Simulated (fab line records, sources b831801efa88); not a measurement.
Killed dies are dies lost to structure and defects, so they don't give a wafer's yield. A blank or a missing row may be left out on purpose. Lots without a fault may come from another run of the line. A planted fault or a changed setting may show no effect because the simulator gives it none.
Chamber matching | flow gf180mcu | GF_MIM_CVD_05 on pecvd-01: 3 sister chambers
The step deposits Si3N4, target thk 42 nm, time 29.086 s. 3 wafers are shown with their chamber, then 7 later ones without.

WAFERS WITH THEIR CHAMBER
wafer  | chamber | heater_power_w (W)
L089.5 | 2       | 944
L094.1 | 0       | 678
L094.3 | 1       | 640

WAFERS WITHOUT THEIR CHAMBER
wafer  | heater_power_w (W)
L094.4 | 619
L096.2 | 592
L096.3 | 914
L096.5 | 913
L097.1 | 554
L097.3 | 663
L097.5 | 829

WHICH CHAMBER EACH WENT THROUGH
wafer  | from the rows above          | in truth
L094.4 | can't be placed: 1 or 0      | 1
L096.2 | can't be placed: 1 or 0      | 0
L096.3 | 2                            | 2
L096.5 | 2                            | 2
L097.1 | can't be placed: 1 or 0      | 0
L097.3 | can't be placed: 0 or 1      | 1
L097.5 | can't be placed: 2 or 0 or 1 | 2
Placed correctly: 2 of 7. Can't be placed from these rows: 5 (the true chamber is among the candidates in 5). Placed wrongly: 0.
How it was worked out, from the rows above alone: a wafer's distance from a chamber is the root of the sum, over the readings, of the square of ((its reading less the chamber's mean) divided by the reading's scatter). The wafer belongs to the nearest chamber; if the next one is less than 2 further off, it can't be placed. A chamber's mean is the mean of its shown wafers. The scatter: with one shown wafer a chamber, the root of the mean of the squares of how far each hidden wafer lies from its nearest shown one.
